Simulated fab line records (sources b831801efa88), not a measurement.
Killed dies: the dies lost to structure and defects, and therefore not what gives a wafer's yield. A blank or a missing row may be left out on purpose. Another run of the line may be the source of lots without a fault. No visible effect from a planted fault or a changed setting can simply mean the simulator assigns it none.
8D (eight disciplines) problem report, filled in by code || flow sky130 || the parts of the form that need people (team, actions taken, sign-off) are left out

== 1. THE PROBLEM ==
At SKY_METAL5_SPUTTER_04, cathode dc power W averages 5753.4 W over 2 wafers from 2 lots, while fault-free wafers read 6500.2 W, standard deviation 1.3. That is -99 or more standard deviations from the usual mean.
The step: material TiN, target thk 70 nm, time 58.3 s.
First seen on wafer L916.4, day 45 12:04, on pvd sputter-01. At this step, 39 wafers from 13 lots have a number in the record. By rule, "out" or "out of limits" means more than 4 standard deviations away from the usual mean. The other wafers with a number count as sound.

== 2. WHAT IT IS, WHAT IT ISN'T ==
{"question": "which readings at this step", "is": "cathode dc power W", "is not": "throttle valve pct"}
{"question": "which lots", "is": "L916, L918", "is not": "L908, L909, L910, L911, L913, L914, L915, L924, L926, L929, L931"}
{"question": "which wafers of those lots", "is": "L916.4, L918.5", "is not": "L916.2, L916.3, L918.1, L918.2"}
{"question": "read on which tools", "is": "pvd sputter-01", "is not": "pvd sputter-03, pvd sputter-04"}
{"question": "when", "is": "from day 45 12:04", "is not": "up to then (23 sound wafers); but 14 sound wafers of L918, L924, L926, L929, L931 came after"}

== 3. SUSPECTS, AND WHAT RULES EACH OUT ==
Counting: any tool at a process step up to the reading remains a suspect provided it ran every lot that is out. Sound lots after the first of them don't rule it out here, since some wafers of a struck lot are sound.
- pvd sputter-01 at SKY_METAL5_SPUTTER_04 (material TiN, target thk 70 nm, time 58.3 s): kept. Every lot that is out went through it, the first being L916 (day 45 12:04); the last sound lot it ran before that was L915 (day 44 18:30). Out on those wafers are its own readings of cathode dc power W.
Remaining after the count: pvd sputter-01 at SKY_METAL5_SPUTTER_04.

== 4. THE CAUSE (what the simulator had put in) ==
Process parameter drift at SKY_METAL5_SPUTTER_04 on pvd sputter-01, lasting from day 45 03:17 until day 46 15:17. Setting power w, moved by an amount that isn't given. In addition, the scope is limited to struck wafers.
The count eliminated every tool but this one.

== 5. SEQUENCE OF EFFECTS, ordered by route ==
Rows list readings where the struck wafers' mean (over those with a number) sits beyond 3 standard deviations from the usual. Scope: only readings with a usual standard deviation given in the record; hours: median across lots of the time from each lot's start at the first step in this table that gives one to its start at this step; sigmas: change in usual standard deviations.
{"hours": 0, "step": "SKY_METAL5_SPUTTER_04", "reading": "cathode dc power W", "usual": "6500.2 W", "on struck wafers": 5753.4, "change": -746.8, "sigmas": "-99 or more"}
Here are the process steps it includes:
- SKY_METAL5_SPUTTER_04: material TiN, target thk 70 nm, time 58.3 s.
Later steps that measure or inspect, where all struck wafers having a row at the step show a number for every such reading and not one has moved that far: SKY_PAD_OPEN_BOW_MEAS_13.

== 6. WHAT WOULD HAVE CAUGHT IT SOONER ==
The fault began at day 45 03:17; the first out-of-limits reading in this record came at day 45 12:04, 9 hours later.
